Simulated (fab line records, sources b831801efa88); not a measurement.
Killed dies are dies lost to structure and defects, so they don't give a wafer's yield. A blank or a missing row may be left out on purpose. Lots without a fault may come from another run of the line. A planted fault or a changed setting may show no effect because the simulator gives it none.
Split-lot experiment | flow sky130 | 5 lots, 23 wafers read, on a route of 708 steps

THE SPLIT
At SKY_PWDE_SOFTBAKE_03, the setting temp_c was moved away from the recipe's 110 C on 9 of the 23 wafers read, by -1.9% to +3.2%. The other wafers ran this setting at the recipe's value.

FROM THE SPLIT TO THE READING: what the file shows between them, 2 steps
- SKY_PWDE_EXPOSE_04: exposes mask PWDEM, target cd 840 nm
- SKY_PWDE_PEB_05

THE READING
coat_of_PWDE_COAT_02.thk_nm (the simulator's own value, which no gauge read), in nm, at SKY_PWDE_DEVELOP_06 (develop time 60 s). The file gives no usual value for it. The 14 wafers here that ran the recipe average 2999 nm, standard deviation 5.7 nm.

wafer  | tool, chamber at the split | temp_c as run, C | against the recipe | coat_of_PWDE_COAT_02.thk_nm, nm | against lot-mates on the recipe
L076.2 | litho_track-01, 0          | 110              | recipe             | 2989                            | -
L076.3 | litho_track-01, 0          | 113.5            | +3.2%              | 2968                            | -23
L076.4 | litho_track-01, 0          | 113.5            | +3.2%              | 2979                            | -12
L076.5 | litho_track-01, 0          | 110              | recipe             | 2990                            | -
L076.6 | litho_track-01, 0          | 110              | recipe             | 2995                            | -
L079.1 | litho_track-01, 0          | 107.9            | -1.9%              | 3021                            | +24
L079.2 | litho_track-01, 0          | 110              | recipe             | 2992                            | -
L079.3 | litho_track-01, 0          | 110              | recipe             | 2999                            | -
L079.4 | litho_track-01, 0          | 107.9            | -1.9%              | 3019                            | +22
L079.5 | litho_track-01, 0          | 110              | recipe             | 3000                            | -
L080.1 | litho_track-01, 0          | 113.4            | +3.1%              | 2957                            | -47
L080.3 | litho_track-01, 0          | 110              | recipe             | 2998                            | -
L080.4 | litho_track-01, 0          | 110              | recipe             | 3007                            | -
L080.5 | litho_track-01, 0          | 110              | recipe             | 3007                            | -
L080.6 | litho_track-01, 0          | 113.4            | +3.1%              | 2973                            | -31
L081.1 | litho_track-01, 0          | 110              | recipe             | 3006                            | -
L081.2 | litho_track-01, 0          | 110              | recipe             | 3000                            | -
L081.6 | litho_track-01, 0          | 110              | recipe             | 2997                            | -
L085.1 | litho_track-04, 0          | 110              | recipe             | 3002                            | -
L085.2 | litho_track-04, 0          | 110              | recipe             | 3002                            | -
L085.4 | litho_track-04, 0          | 111.1            | +1.0%              | 2987                            | -15
L085.5 | litho_track-04, 0          | 111.1            | +1.0%              | 2977                            | -25
L085.6 | litho_track-04, 0          | 111.1            | +1.0%              | 2984                            | -18

THE FIT
A straight line over all 23 wafers: coat_of_PWDE_COAT_02.thk_nm changes by -9.99 nm for each +1% of temp_c; r = -0.91; the points scatter about the line by 6.6 nm.
The same after taking each lot's own level away (the mean of its wafers on the recipe; 23 wafers): -9.99 nm for each +1%; r = -0.88; scatter 7.6 nm.
On that fit, the largest move of temp_c shifts the reading by 32 nm.
The lots' own levels span 2991.3 to 3004.0 nm, that is 2.2 times the standard deviation above.
So the lot-to-lot level changes the slope little: the two slopes agree.
Check: with one of the wafers moved furthest among these (+3.2%) left out of the fit, the line predicts -34.5 nm for it against its lot-mates. It came out at -23.3 nm against them.

OTHER SPLITS ON THESE WAFERS
These wafers also went through other splits before the reading. Each is held against what the fit with the lots' levels taken away leaves over:
other split on the same wafers  | wafers away from the commonest value | r with coat_of_PWDE_COAT_02.thk_nm (lot level and that fit taken away)
SKY_FIELD_ISO_EXPOSE_10 dose_mj | 7                                    | -0.22
SKY_FIELD_ISO_ETCH_17 time_s    | 9                                    | +0.00
SKY_DNWELL_EXPOSE_04 dose_mj    | 9                                    | +0.16

THE WHOLE CHAIN: every reading that the file lists as answering this split, in the file's order
step                | what it does      | reading                                                                      | change (the file's fit)              | r (the file's)
SKY_PWDE_DEVELOP_06 | develop time 60 s | coat_of_PWDE_COAT_02.thk_nm (the simulator's own value, which no gauge read) | -9.85 nm for each +1% of the setting | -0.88
SKY_PWDE_STRIP_09   | strips in O2/N2   | strip_time_to_endpoint_s                                                     | withheld for each +1% of the setting | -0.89

THE FILE'S OWN FIT
coat_of_PWDE_COAT_02.thk_nm changes by -9.85 nm for each +1% of temp_c, r = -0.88.
